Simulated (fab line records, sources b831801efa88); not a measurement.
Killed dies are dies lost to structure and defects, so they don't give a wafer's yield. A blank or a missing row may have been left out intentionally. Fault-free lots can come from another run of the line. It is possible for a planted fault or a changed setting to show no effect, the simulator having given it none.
Comparing a struck lot with a sound one | flow sfq_line | 14 steps out of a route of 325
Sound: the wafers L548.1, L548.3, L548.4. The struck wafers were L536.1, L536.2, L536.5. The cause is named last.
Order at every step that has rows: each side's tool, ch and its chambers, its first start. Under that, the readings that differ: sound wafers | struck wafers | difference of the means | sigmas: that difference in standard deviations of wafers without a fault.
alike: same words and numbers on both sides, and readings whose means sit less than 2 such deviations apart. not compared: any withheld reading, any reading some wafer has no value for, any bound like >300 that may hide the same value, and any number with overlapping values for which the record gives no deviation.
Wherever a step has rows on one side only, a row that says differs or no value, or a row with sigmas, the two part there. Non-overlapping numbers with no deviation appear without sigmas and do not part them. A reading missing from all wafers of one side parts the sides only when that side holds two or more wafers.

first, 6 steps without rows for these wafers: SFQ_TRILAYER_M1_LITHO_COAT_044 (resist thk 62 nm); SFQ_TRILAYER_M1_LITHO_COAT_039 (resist thk 600 nm); SFQ_TRILAYER_M1_LITHO_SOFTBAKE_043; SFQ_TRILAYER_M1_LITHO_EXPOSE_040 (exposes mask M1, target cd 500 nm); SFQ_TRILAYER_M1_LITHO_PEB_042 (peb time 60 s); SFQ_TRILAYER_M1_LITHO_DEVELOP_041 (time 60 s).
SFQ_M1_OVL_MEAS_911:
  sound on overlay-02, day 22 17:46; struck on overlay-01, day 15 23:38
  alike: M1_OVL
SFQ_TRILAYER_M1_BARC_OPEN_METAL_ETCH_054: etches BARC in O2, target depth 125 nm, time 41.7 s.
  sound on rie_metal-04 ch 0,1, day 22 17:48; struck on rie_metal-01 ch 0,1, day 15 23:41
  alike: drypump_motor_current_A, oes_product_au
  not compared: rf_hours_counter_h
SFQ_TRILAYER_M1_ETCH_METAL_ETCH_042: etches Nb in Cl2/Ar, stops on SiO2, target depth 240 nm, time 120 s.
  sound on rie_metal-04 ch 0,1, day 22 17:52; struck on rie_metal-01 ch 0,1, day 15 23:44
  alike: drypump_motor_current_A, oes_product_au
  not compared: rf_hours_counter_h
SFQ_TRILAYER_M1_STRIP_STRIP_043: strips in O2.
  sound on rie_metal-04 ch 0,1, day 22 17:59; struck on rie_metal-01 ch 0,1, day 15 23:52
  alike: drypump_motor_current_A, oes_product_au
  not compared: rf_hours_counter_h
then, 1 step without rows for these wafers: SFQ_TRILAYER_M1_STRIP_SOLV_CLEAN_044 (cleans in NMP, time 600 s).
SFQ_TRILAYER_I1_DEP_PECVD_045: deposits SiO2 from SiH4/N2O, time 111.11 s, target thk 500 nm.
  sound on pecvd-01 ch 0,1, day 22 18:46; struck on pecvd-04 ch 0,1,2, day 16 00:38
  reading                                             | sound             | struck            | difference | sigmas
  run_length_s (s)                                    | 138.4 139.2 138.8 | 166.1 165.9 166.5 | +27.4      | +46
  model.SiO2_of_TRILAYER_I1_DEP_PECVD_045.thk_nm (nm) | 496.5 507.4 507.5 | 626.1 627.5 636   | +126.1     |
  alike: heater_power_w, throttle_valve_pct
SFQ_TRILAYER_I1_CMP_CMP_046: polishes SiO2.
  sound on cmp-01 ch 0,1,3, day 22 20:46; struck on cmp-01 ch 1,2, day 16 13:21
  reading                | sound       | struck      | difference | sigmas
  time_to_endpoint_s (s) | 212 216 221 | 293 299 307 | +83        | +14
  alike: head_pressure_psi, motor_current_A, retaining_ring_pressure_frac, slurry_flow_ml_min
SFQ_I1_BOW_MEAS_912:
  sound on film_metro-04, day 22 23:46; struck on film_metro-04, day 16 15:51
  alike: I1_BOW

WHERE THEY PART
Last at SFQ_TRILAYER_I1_CMP_CMP_046 as far as this record goes, first at SFQ_TRILAYER_I1_DEP_PECVD_045. Later steps at which nothing parts them and some readings are alike: SFQ_I1_BOW_MEAS_912.

WHY: the cause the simulator had injected
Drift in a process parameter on pecvd-04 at SFQ_TRILAYER_I1_DEP_PECVD_045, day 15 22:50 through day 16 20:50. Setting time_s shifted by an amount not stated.
